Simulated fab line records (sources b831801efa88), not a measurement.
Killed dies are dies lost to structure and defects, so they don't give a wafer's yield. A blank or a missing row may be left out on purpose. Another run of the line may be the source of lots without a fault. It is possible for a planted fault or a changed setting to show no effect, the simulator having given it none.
Which tool was responsible? | flow gf180mcu | Sampling: 13 lots, 39 wafers, 4 of 602 route steps

== WHAT THE GAUGES READ, wafer by wafer ==
GF_V5_OVL_MEAS_15. Usual: V5_OVL -5 nm, standard deviation 5.6.
lot  | measured     | on         | V5_OVL (nm) | flag
L695 | day 27 13:29 | overlay-02 | -12 -5 -14  | 
L697 | day 28 06:43 | overlay-01 | 5 2 2       | 
L698 | day 28 19:23 | overlay-02 | -1 -12 -5   | 
L700 | day 29 11:29 | overlay-01 | 2 0 -1      | 
L701 | day 29 18:52 | overlay-01 | -5 -13 -8   | 
L705 | day 30 22:52 | overlay-02 | -3 -1 -11   | 
L710 | day 32 06:56 | overlay-02 | -2 0 2      | 
L712 | day 32 13:49 | overlay-02 | -11 -14 -6  | 
L715 | day 33 04:17 | overlay-02 | -5 -6 -7    | 
L714 | day 33 05:55 | overlay-01 | -3 -3 -3    | 
L716 | day 33 08:26 | overlay-02 | -8 -9 -5    | 
L717 | day 33 19:32 | overlay-01 | -10 -10 -6  | 
L718 | day 34 01:17 | overlay-02 | -2 0 -1     | 

== WHAT TOOL EACH LOT RAN ON (gives the tool, then ch and the chambers of the sampled wafers, and finally the start) ==
lot  | GF_M4_SPUTTER_03            | GF_M5_ETCH_09                     | GF_V5_CMP_04
L695 | pvdSputter-04, day 22 16:44 | rieDiel-02 ch 0,1, day 26 15:22   | cmp-02 ch 0,1,2, day 26 16:23
L697 | pvdSputter-04, day 23 13:31 | rieDiel-02 ch 0,1,3, day 27 08:43 | cmp-01 ch 0,1,3, day 27 10:09
L698 | pvdSputter-04, day 24 05:16 | rieDiel-03 ch 1,2, day 27 21:49   | cmp-01 ch 0,2,3, day 27 23:07
L700 | pvdSputter-04, day 25 01:04 | rieDiel-04 ch 0,1,2, day 28 14:55 | cmp-02 ch 0,1,2, day 28 16:01
L701 | pvdSputter-01, day 25 09:59 | rieDiel-02 ch 0,1,3, day 28 22:31 | cmp-01 ch 1,2,3, day 28 23:32
L705 | pvdSputter-03, day 26 16:00 | rieDiel-03 ch 1,2,3, day 30 03:03 | cmp-01 ch 0,1, day 30 04:01
L710 | pvdSputter-04, day 28 03:16 | rieDiel-04 ch 1,3, day 31 11:40   | cmp-02 ch 0,3, day 31 12:38
L712 | pvdSputter-03, day 28 12:58 | rieDiel-02 ch 2,3, day 31 19:08   | cmp-01 ch 0,1,2, day 31 20:22
L715 | pvdSputter-03, day 29 05:26 | rieDiel-02 ch 0,1,3, day 32 10:27 | cmp-02 ch 1,2, day 32 11:28
L714 | pvdSputter-03, day 29 07:07 | rieDiel-03 ch 1,2,3, day 32 12:09 | cmp-02 ch 0,1,3, day 32 13:22
L716 | pvdSputter-01, day 29 09:14 | rieDiel-03 ch 0,2,3, day 32 14:06 | cmp-02 ch 0,1,2, day 32 15:22
L717 | pvdSputter-04, day 29 23:17 | rieDiel-03 ch 0,1,3, day 33 02:17 | cmp-01 ch 0,1,3, day 33 03:16
L718 | pvdSputter-01, day 30 05:09 | rieDiel-02 ch 0,1,3, day 33 07:43 | cmp-01 ch 0,1,3, day 33 08:55
- GF_M4_SPUTTER_03: material Ti, target thk 10 nm, time 6.7 s.
- GF_M5_ETCH_09: etches Si3N4 in CF4/O2, target depth 52 nm, time 11.6 s.
- GF_V5_CMP_04: polishes SiO2.

== WHAT THE TOOLS THEMSELVES READ (means of the sampled wafers that have a number; where no wafer has one, the mark that the record gives instead) ==
GF_M4_SPUTTER_03. Usual: throttleValvePct reads 30.0 % (standard deviation 1.3).
lot  | tool          | throttleValvePct (%) | flag
L695 | pvdSputter-04 | 29.3                 | 
L697 | pvdSputter-04 | 28.9                 | 
L698 | pvdSputter-04 | 29.0                 | 
L700 | pvdSputter-04 | 29.7                 | 
L701 | pvdSputter-01 | 30.2                 | 
L705 | pvdSputter-03 | 30.2                 | 
L710 | pvdSputter-04 | 30.2                 | 
L712 | pvdSputter-03 | 31.5                 | 
L715 | pvdSputter-03 | 31.0                 | 
L714 | pvdSputter-03 | 31.5                 | 
L716 | pvdSputter-01 | 29.6                 | 
L717 | pvdSputter-04 | 30.5                 | 
L718 | pvdSputter-01 | 29.7                 | 

GF_M5_ETCH_09. Usual: drypumpMotorCurrentA 5.5 A, standard deviation 0.49; oesProductAu 0.998 a.u., standard deviation 0.0095; throttleValvePct 5.969 %, standard deviation 0.0093.
lot  | tool       | drypumpMotorCurrentA (A) | oesProductAu (a.u.) | throttleValvePct (%) | flag
L695 | rieDiel-02 | 5.5                      | 1.003               | 5.974                | 
L697 | rieDiel-02 | 5.2                      | 0.995               | 5.971                | 
L698 | rieDiel-03 | 5.4                      | 0.997               | 5.971                | 
L700 | rieDiel-04 | 6.1                      | 1.003               | 5.972                | 
L701 | rieDiel-02 | 5.2                      | 0.993               | 5.967                | 
L705 | rieDiel-03 | 5.5                      | 0.994               | 5.965                | 
L710 | rieDiel-04 | 5.3                      | 0.911               | 5.942                | OFF
L712 | rieDiel-02 | 5.1                      | 0.996               | 5.964                | 
L715 | rieDiel-02 | 5.2                      | 0.999               | 5.975                | 
L714 | rieDiel-03 | 5.5                      | 1.001               | 5.974                | 
L716 | rieDiel-03 | 5.5                      | 1.005               | 5.968                | 
L717 | rieDiel-03 | 5.5                      | 1.004               | 5.964                | 
L718 | rieDiel-02 | 5.2                      | 0.995               | 5.972                | 

GF_V5_CMP_04. Usual: motorCurrentA reads 12.3 A (standard deviation 0.73).
lot  | tool   | motorCurrentA (A) | flag
L695 | cmp-02 | 11.9              | 
L697 | cmp-01 | 12.8              | 
L698 | cmp-01 | 12.0              | 
L700 | cmp-02 | 11.8              | 
L701 | cmp-01 | 12.6              | 
L705 | cmp-01 | 12.4              | 
L710 | cmp-02 | 12.1              | 
L712 | cmp-01 | 12.5              | 
L715 | cmp-02 | 12.5              | 
L714 | cmp-02 | 11.9              | 
L716 | cmp-02 | 11.9              | 
L717 | cmp-01 | 12.9              | 
L718 | cmp-01 | 12.5              | 

== THE ANSWER, worked out from the rows above alone ==
Rule: a lot is off if the mean of its wafers that have a number lies more than 3 standard deviations from the usual mean. Also off: a lot with no number at a reading for which 4 or more lots have one. Any other lot the step has rows for is counted as sound. Order of review: gauges by route order, followed by the tools' own readings, for which a lot's mean as printed above is used. The first step at which some lot is off is used, and at that step the reading that is off furthest; a lot without a number counts as furthest.
Off: L710 (GF_M5_ETCH_09, oesProductAu).
If a tool, at that step or one of the process steps before it, ran each lot that is off and ran no sound lot following the first of them, it fits. One fits: rieDiel-04 at GF_M5_ETCH_09. Its last sound lot is L700 (day 28 14:55), its first lot that is off L710 (day 31 11:40): a fault that began between those two fits.
The tool's own readings at GF_M5_ETCH_09 bear it out: on the lots that are off they differ by more than 5 times the standard deviation of the sound lots' means. oesProductAu reads 0.911 a.u. there against 0.999 a.u. on the sound lots; throttleValvePct reads 5.942 % there against 5.970 % on the sound lots.

== WHAT WAS PUT IN BY THE SIMULATOR ==
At GF_M5_ETCH_09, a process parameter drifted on rieDiel-04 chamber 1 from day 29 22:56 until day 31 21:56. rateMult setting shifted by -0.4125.
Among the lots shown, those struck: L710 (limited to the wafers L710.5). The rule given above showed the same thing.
